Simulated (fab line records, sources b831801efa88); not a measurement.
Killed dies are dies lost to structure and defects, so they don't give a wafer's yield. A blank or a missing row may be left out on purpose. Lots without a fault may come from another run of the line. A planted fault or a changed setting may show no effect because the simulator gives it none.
Chamber matching | flow sky130 | SKY_VIA4_CMP_21 on cmp-01: 4 sister chambers
The step polishes, stops on SiO2, t overpolish 25 s, target thk 0 nm. 14 wafers are shown with their chamber, then 7 later ones without.

WAFERS WITH THEIR CHAMBER
wafer  | chamber | motor_current_A (A) | overpolish_run_s (s) | time_to_endpoint_s (s)
L655.2 | 2       | 10.5                | 25.000               | 113
L655.5 | 1       | 10.4                | 24.979               | 111
L655.6 | 2       | 10.6                | 25.000               | 107
L659.4 | 3       | 11.6                | 24.997               | 115
L659.5 | 1       | 10.2                | 25.015               | 109
L659.6 | 2       | 11.0                | 25.000               | 112
L662.2 | 2       | 10.0                | 24.972               | 120
L662.5 | 3       | 11.1                | 24.994               | 115
L662.6 | 0       | 11.2                | 24.987               | 114
L663.1 | 0       | 11.1                | 24.997               | 109
L663.2 | 1       | 10.2                | 25.009               | 112
L663.6 | 0       | 11.1                | 24.983               | 117
L664.2 | 1       | 11.0                | 24.997               | 115
L664.5 | 3       | 11.1                | 25.029               | 113

SIGNATURES (means of the wafers above)
reading            | chamber 0 | chamber 1 | chamber 2 | chamber 3 | scatter within a chamber
motor_current_A    | 11.133    | 10.450    | 10.525    | 11.267    | 0.333
overpolish_run_s   | 24.98900  | 25.00000  | 24.99300  | 25.00667  | 0.0148
time_to_endpoint_s | 113.33    | 111.75    | 113.00    | 114.33    | 3.74
Rule: a wafer's distance from a chamber is the root of the sum, over the readings, of the square of ((its reading less the chamber's mean) divided by the reading's scatter). The wafer belongs to the nearest chamber; if the next one is less than 2 further off, it can't be placed. The scatter: the root of (the sum of the squares of (reading less its chamber's mean) over the shown wafers, divided by (wafers less chambers)).

WAFERS WITHOUT THEIR CHAMBER
wafer  | motor_current_A (A) | overpolish_run_s (s) | time_to_endpoint_s (s)
L664.6 | 11.3                | 24.977               | 116
L666.3 | 10.7                | 24.999               | 118
L666.4 | 11.9                | 24.995               | 113
L666.5 | 10.3                | 25.000               | 112
L673.3 | 11.3                | 24.991               | 116
L673.5 | 11.7                | 25.007               | 117
L673.6 | 11.7                | 25.003               | 119

WHICH CHAMBER EACH WENT THROUGH
wafer  | from the rows above               | in truth
L664.6 | can't be placed: 0 or 3 or 2      | 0
L666.3 | can't be placed: 2 or 1 or 0 or 3 | 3
L666.4 | can't be placed: 3 or 0           | 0
L666.5 | can't be placed: 1 or 2           | 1
L673.3 | can't be placed: 0 or 3 or 2 or 1 | 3
L673.5 | can't be placed: 3 or 0           | 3
L673.6 | can't be placed: 3 or 0           | 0
Placed correctly: 0 of 7. Can't be placed from these rows: 7 (the true chamber is among the candidates in 7). Placed wrongly: 0.
